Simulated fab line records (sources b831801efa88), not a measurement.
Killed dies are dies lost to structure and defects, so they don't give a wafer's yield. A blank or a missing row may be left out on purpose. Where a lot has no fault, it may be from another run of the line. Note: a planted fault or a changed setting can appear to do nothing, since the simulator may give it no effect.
Commonality check across tools    flow gf180mcu    36 wafers sampled across 12 lots

## WHAT PROMPTED THE OPENING
Of 12 lots, 2 have the reading HV_LDD_3_TW flagged at GF_HV_LDD_TW_MEAS_38. Fault-free wafers read 1421, with a standard deviation of 13.
Rule: a lot is flagged when every wafer of it that has a number lies more than 4 standard deviations from that mean, or none has a number. As for the other lots, they are considered sound.

lot   measured      on             HV_LDD_3_TW, wafer by wafer  flag
L256  day 11 19:42  film metro-01  1441 1441 1448               
L258  day 12 13:27  film metro-03  1433 1430 1434               
L263  day 14 06:59  film metro-03  1414 1424 1425               
L264  day 14 16:50  film metro-03  1421 1416 1417               
L266  day 15 11:17  film metro-04  1341 1335 1337               FLAGGED
L269  day 16 04:19  film metro-04  1335 1339 1333               FLAGGED
L271  day 16 22:46  film metro-04  1403 1408 1405               
L272  day 17 04:23  film metro-03  1421 1419 1420               
L273  day 17 13:21  film metro-01  1448 1439 1438               
L276  day 18 14:13  film metro-01  1440 1440 1438               
L277  day 18 21:05  film metro-04  1400 1402 1407               
L278  day 19 08:20  film metro-01  1441 1440 1431               
The numbers of the flagged lots are 1337 on average: -84 against the usual, or -6 standard deviations.

## WHICH TOOL EACH LOT WENT THROUGH
The record holds 1 process step before the reading, out of a route of 602 steps. Every cell lists first the tool, next ch and the chambers used by the sampled wafers, and last the start.
lot   flag     GF_HV_LDD_IMPLANT_35
L256           implanter-01 ch 0, day 11 19:19
L258           implanter-01 ch 0, day 12 13:05
L263           implanter-02 ch 0, day 14 06:35
L264           implanter-03 ch 0, day 14 16:26
L266  FLAGGED  implanter-01 ch 0, day 15 10:53
L269  FLAGGED  implanter-01 ch 0, day 16 03:55
L271           implanter-03 ch 0, day 16 22:20
L272           implanter-02 ch 0, day 17 03:59
L273           implanter-03 ch 0, day 17 12:59
L276           implanter-01 ch 0, day 18 13:49
L277           implanter-01 ch 0, day 18 20:43
L278           implanter-02 ch 0, day 19 07:56
What is done by these steps:
- GF_HV_LDD_IMPLANT_35
- GF_HV_LDD_TW_MEAS_38

## FLAGGED OVER TOTAL, TOOL BY TOOL (the gauges that took the reading come last)
step                  tool           lots run  flagged  share of the flagged lots  sound lots run after its first flagged lot
GF_HV_LDD_IMPLANT_35  implanter-01   6         2        all                        2 (L276,L277)
GF_HV_LDD_IMPLANT_35  implanter-02   3         0        none                       -
GF_HV_LDD_IMPLANT_35  implanter-03   3         0        none                       -
GF_HV_LDD_TW_MEAS_38  film metro-01  4         0        none                       -
GF_HV_LDD_TW_MEAS_38  film metro-03  4         0        none                       -
GF_HV_LDD_TW_MEAS_38  film metro-04  4         2        all                        2 (L271,L277)

## WHAT IS ALLOWED BY THE TABLE
Rows of the table that ran all the flagged lots, 2 in number: implanter-01 at GF_HV_LDD_IMPLANT_35; film metro-04 at GF_HV_LDD_TW_MEAS_38.
- implanter-01 at GF_HV_LDD_IMPLANT_35 ran 6 lots, 2 of them flagged. Lots that were sound ran on it after the first flagged one (L276, L277); a persistent fault on the entire tool would not allow that. Its own readings lie more than 4 standard deviations out on every wafer of the flagged lots: dose ions cm2, faraday current uA.
- film metro-04 at GF_HV_LDD_TW_MEAS_38 ran 4 lots, 2 of them flagged. Lots that were sound ran on it after the first flagged one (L271, L277); a persistent fault on the entire tool would not allow that.
Not one row of the table ran every flagged lot while running no sound lot after the first.

## WHAT WAS PUT IN BY THE SIMULATOR
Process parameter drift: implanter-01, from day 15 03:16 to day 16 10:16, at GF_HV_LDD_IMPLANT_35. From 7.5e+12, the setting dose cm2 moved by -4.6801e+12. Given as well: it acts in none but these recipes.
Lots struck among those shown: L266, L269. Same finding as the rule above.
